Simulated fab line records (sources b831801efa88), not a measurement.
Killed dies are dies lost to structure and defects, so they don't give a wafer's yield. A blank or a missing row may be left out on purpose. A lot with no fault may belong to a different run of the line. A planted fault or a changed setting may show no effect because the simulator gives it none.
fab line records ; flow sky130 ; part 2 of 2: steps 28 to 40 of 40
record lots=5; wafers=15; lastDay=50
route steps=708 shown VIA3@585 METAL4@598 CAP2M@603
lots that met no fault: from a run of the same line without faults
startH: start of the lot's first displayed wafer, in hours after the record's first day ; waitH: how many hours have passed since the lot's step before this one ; " repeats the value in the row above ; L1.1+2: a row that stands for several wafers ; - no value present, or no start provided ; * or withheld: withheld ; < > ~ a bound
route shown NAME@n: a module of which the file shows steps, and the number in the route of the first ; usual: mean/standard deviation of fault-free wafers ; same: alike in all rows ; chamber/n: place in a boat ; sites: per-site readings ; _std_site: the values' standard deviation ; _edge_site: inner sites' mean taken away from outer sites' mean ; radiusMm: how far each site lies from the wafer's centre ; mask NAME#n: copy n ; behind: the most recent tool/chamber to have shaped the wafer ; hold: cause of the lot's hold/its duration in hours/its outcome ; device: names the non-switching transistor (n, p or np) ; end of line: tests of these same wafers at the route's end ; where a step has no rows: the recipe by itself ; killed: dies that structure and defects cost at the first sort, which is not the same as the wafer's yield ; map: a wafer's dies, marking killed ones x, the rest . and places with no die _
set.NAME: the setting as run; set.NAME@STEP: as run at that earlier step ; model.NAME: the simulator's own value behind a step, which no gauge read
lots seen at some steps along the route; tables by step, rows by wafer
services: from which hour (startH, from the record's first day; less than 0 if before it) a tool's chamber was out of use, for how many hours, and why
## steps
# step SKY_CAP2M_EXPOSE_09
# recipe maskId=CAP2M; na=0.6; sourceShape=conventional; sigmaOuter=0.6; polarization=unpolarized; targetCdNm=1000; doseMj=159
lot.wafer;tool;chamber;startH;waitH;mask
L075.1+2+6;ilineStepper-01;0;-;-;CAP2M#0
L081.2+5+6;ilineStepper-02;0;-;-;CAP2M#0
L086.3+4+5;ilineStepper-01;0;-;-;CAP2M#0
L093.1+5+6;ilineStepper-02;0;-;-;CAP2M#0
L096.2+4+6;ilineStepper-02;0;-;-;CAP2M#0
# step SKY_CAP2M_PEB_10
# recipe tempC=withheld; timeS=*; resist=NOVOLAK
lot.wafer;tool;chamber;startH;waitH
L075.1+2+6;lithoTrack-03;0;-;-
L081.2+5+6;lithoTrack-04;0;-;-
L086.3+4+5;lithoTrack-01;0;-;-
L093.1+5+6;lithoTrack-03;0;-;-
L096.2+4+6;lithoTrack-01;0;-;-
# step SKY_CAP2M_DEVELOP_11
# recipe resist=NOVOLAK; developer=TMAH; developTimeS=60; devTempC=23
lot.wafer;tool;chamber;startH;waitH
L075.1+2+6;lithoTrack-03;0;952.21;0.1
L081.2+5+6;lithoTrack-04;0;1015.10;0.1
L086.3+4+5;lithoTrack-01;0;1034.06;0.1
L093.1+5+6;lithoTrack-03;0;1092.26;0.1
L096.2+4+6;lithoTrack-01;0;1106.39;0.1
# step SKY_CAP2M_OVL_MEAS_12
# usual CAP2M_OVL=-0.4/1.3
lot.wafer;tool;chamber;startH;waitH;CAP2M_OVL[nm]
L075.1;overlay-02;-;952.36;0.1;-0.5
L075.2;overlay-02;-;952.36;0.1;-0.4
L075.6;overlay-02;-;952.36;0.1;-1.9
L081.2;overlay-01;-;1015.23;0.1;0.1
L081.5;overlay-01;-;1015.23;0.1;0.6
L081.6;overlay-01;-;1015.23;0.1;0.2
L086.3;overlay-02;-;1034.17;0.1;-1.5
L086.4;overlay-02;-;1034.17;0.1;-1.8
L086.5;overlay-02;-;1034.17;0.1;0.3
L093.1;overlay-01;-;1092.41;0.1;-1.4
L093.5;overlay-01;-;1092.41;0.1;-0.2
L093.6;overlay-01;-;1092.41;0.1;-1.8
L096.2;overlay-02;-;1106.52;0.1;1.5
L096.4;overlay-02;-;1106.52;0.1;0.8
L096.6;overlay-02;-;1106.52;0.1;2.0
# step SKY_CAP2M_METAL_ETCH_13
# recipe targetDepthNm=220; stopOn=SiO2; chemistry=Cl2/BCl3; target=TiN; pressureMtorr=10; icpW=909.7; biasW=48.5; Cl2_flow_sccm=60; bcl3FlowSccm=30; timeS=62.9
# usual drypumpMotorCurrentA=5.8/0.37; oesProductAu=0.940/0.0068; throttleValvePct=21.903/0.0093
lot.wafer;tool;chamber;startH;waitH;drypumpMotorCurrentA;oesProductAu;rfHoursCounterH;throttleValvePct
L075.1;rieMetal-03;1;952.40;0.0;6.3;0.943;3;21.888
L075.2;rieMetal-03;0;952.40;0.0;5.4;0.943;8;21.894
L075.6;rieMetal-03;0;952.40;0.0;5.4;0.947;-;21.908
L081.2;rieMetal-01;1;1015.26;0.0;5.7;0.942;6;21.896
L081.5;rieMetal-01;1;1015.26;0.0;5.7;0.929;-;21.887
L081.6;rieMetal-01;0;1015.26;0.0;5.3;0.947;-;21.888
L086.3;rieMetal-01;0;1034.22;0.0;5.3;0.944;-;21.908
L086.4;rieMetal-01;1;1034.22;0.0;5.7;0.931;-;21.897
L086.5;rieMetal-01;1;1034.22;0.0;5.7;0.946;-;21.918
L093.1;rieMetal-04;0;1092.45;0.0;5.6;0.940;19;21.905
L093.5;rieMetal-04;1;1092.45;0.0;6.0;0.925;-;21.900
L093.6;rieMetal-04;0;1092.45;0.0;5.6;0.934;-;21.920
L096.2;rieMetal-04;0;1106.55;0.0;5.6;0.936;20;21.905
L096.4;rieMetal-04;0;1106.55;0.0;5.7;0.941;-;21.898
L096.6;rieMetal-04;1;1106.55;0.0;6.0;0.943;-;21.911
# step SKY_CAP2M_STRIP_14
# recipe chemistry=O2/N2; powerW=1400; pressureMtorr=1500; platenTempC=withheld; o2FlowSccm=3000; n2FlowSccm=300; overashFraction=0.5
# usual drypumpMotorCurrentA=5.7/0.35; o2FlowSccm=3000/8.6; oesProductAu=0.711/0.0044; stripTimeToEndpointS=12.63/0.043
lot.wafer;tool;chamber;startH;waitH;drypumpMotorCurrentA;o2FlowSccm;oesProductAu;rfHoursCounterH;stripTimeToEndpointS
L075.1;plasmaAsher-02;0;952.47;0.1;6.0;2995;0.708;52;12.59
L075.2;plasmaAsher-02;1;952.47;0.1;5.0;2987;0.708;52;12.58
L075.6;plasmaAsher-02;0;952.47;0.1;6.0;3006;0.710;-;12.62
L081.2;plasmaAsher-04;0;1015.34;0.1;5.9;3003;0.710;26;12.65
L081.5;plasmaAsher-04;0;1015.34;0.1;5.8;3006;0.712;-;12.58
L081.6;plasmaAsher-04;1;1015.34;0.1;5.8;3005;0.707;-;12.55
L086.3;plasmaAsher-02;0;1034.31;0.1;6.0;2989;0.717;-;12.61
L086.4;plasmaAsher-02;1;1034.31;0.1;5.0;3011;0.715;-;12.63
L086.5;plasmaAsher-02;0;1034.31;0.1;6.0;3011;0.708;-;12.66
L093.1;plasmaAsher-04;0;1092.52;0.1;5.9;3008;0.707;34;12.69
L093.5;plasmaAsher-04;0;1092.52;0.1;5.8;3006;0.710;-;12.63
L093.6;plasmaAsher-04;1;1092.52;0.1;5.8;3006;0.701;-;12.66
L096.2;plasmaAsher-04;0;1106.63;0.1;5.8;3000;0.710;36;12.64
L096.4;plasmaAsher-04;1;1106.63;0.1;5.8;3004;0.715;-;12.63
L096.6;plasmaAsher-04;1;1106.63;0.1;5.8;3001;0.706;-;12.65
# step SKY_CAP2M_STRIP_15
# recipe chemistry=postEtchResidueRemover; timeS=1200; tempC=72.5
lot.wafer;tool;chamber;startH;waitH
L075.1+2+6;wetBench-01;1;952.57;0.1
L081.2+5+6;wetBench-01;1;1015.44;0.1
L086.3+4+5;wetBench-02;0;1034.38;0.0
L093.1+5+6;wetBench-02;1;1092.62;0.1
L096.2+4+6;wetBench-02;0;1106.73;0.1
# step SKY_CAP2M_CLEAN_16
# recipe chemistry=IPA; timeS=180; tempC=25
lot.wafer;tool;chamber;startH;waitH
L075.1+2+6;wetBench-02;3;952.95;0.0
L081.2+5+6;wetBench-01;3;1015.78;0.0
L086.3+4+5;wetBench-01;2;1034.72;0.0
L093.1+5+6;wetBench-02;1;1092.97;0.0
L096.2+4+6;wetBench-01;1;1107.07;0.0
# step SKY_CAP2M_CLEAN_17
# recipe chemistry=O3/DIW; dry=n2Spin
lot.wafer;tool;chamber;startH;waitH
L075.1+2+6;wetBench-04;0;953.00;0.0
L081.2+5+6;wetBench-01;3;1015.84;0.0
L086.3+4+5;wetBench-02;1;1034.78;0.0
L093.1+5+6;wetBench-02;2;1093.02;0.0
L096.2+4+6;wetBench-02;3;1107.13;0.0
# step SKY_METAL4_DEHYDRATE_05
# recipe tempC=200; timeS=60
lot.wafer;tool;chamber;startH;waitH
L075.1+2+6;lithoTrack-01;0;964.11;11.0
L081.2+5+6;lithoTrack-02;0;1026.22;10.3
L086.3+4+5;lithoTrack-03;0;1044.86;10.0
L093.1+5+6;lithoTrack-03;0;1102.86;9.7
L096.2+4+6;lithoTrack-01;0;1116.59;9.4
# step SKY_METAL4_HMDS_06
# recipe primeTimeS=60; primeTempC=120
lot.wafer;tool;chamber;startH;waitH
L075.1+2+6;lithoTrack-01;0;964.26;0.1
L081.2+5+6;lithoTrack-02;0;1026.37;0.1
L086.3+4+5;lithoTrack-03;0;1045.01;0.1
L093.1+5+6;lithoTrack-03;0;1103.01;0.1
L096.2+4+6;lithoTrack-01;0;1116.74;0.1
# step SKY_METAL4_COAT_07
# recipe resist=BARC; tempC=withheld; timeS=withheld; spinRpm=3000; resistThkNm=60
lot.wafer;tool;chamber;startH;waitH
L075.1+2+6;lithoTrack-01;0;964.41;0.1
L081.2+5+6;lithoTrack-02;0;1026.52;0.1
L086.3+4+5;lithoTrack-03;0;1045.16;0.1
L093.1+5+6;lithoTrack-03;0;1103.16;0.1
L096.2+4+6;lithoTrack-01;0;1116.89;0.1
# step SKY_METAL4_COAT_08
# recipe resist=KrF-thick; spinRpm=3000; resistThkNm=1140
lot.wafer;tool;chamber;startH;waitH
L075.1+2+6;lithoTrack-01;0;-;-
L081.2+5+6;lithoTrack-02;0;-;-
L086.3+4+5;lithoTrack-03;0;-;-
L093.1+5+6;lithoTrack-03;0;-;-
L096.2+4+6;lithoTrack-01;0;-;-
## services
tool;chamber;startH;hours;kind
plasmaAsher-04;-;909.60;2.8;pm
plasmaAsher-01;-;914.66;2.6;repair
cmp-02;-;918.87;4.0;pm
pvdSputter-04;-;925.17;3.5;repair
ilineStepper-02;-;940.01;2.1;pm
rieDiel-04;2;946.14;21.9;repair
pecvd-04;-;949.60;1.2;repair
rieDiel-02;3;952.51;1.4;repair
cmp-02;-;956.10;3.6;pm
pecvd-04;-;959.41;2.1;repair
pvdSputter-03;-;969.74;1.6;repair
cvdW-02;-;979.00;2.8;pm
cvdW-02;-;981.99;28.1;pm
cmp-02;-;983.60;8.9;pm
rieDiel-04;2;992.61;14.2;repair
rieDiel-02;2;999.43;5.8;repair
rieDiel-02;-;1003.64;0.3;repair
cmp-02;-;1013.64;2.5;repair
pvdSputter-01;-;1020.04;27.1;repair
pvdSputter-03;-;1025.82;4.5;repair
wetBench-01;-;1088.18;0.8;repair
cmp-02;-;1099.43;8.2;pm
rieDiel-04;-;1099.49;0.2;repair
pvdSputter-01;-;1101.25;4.4;repair
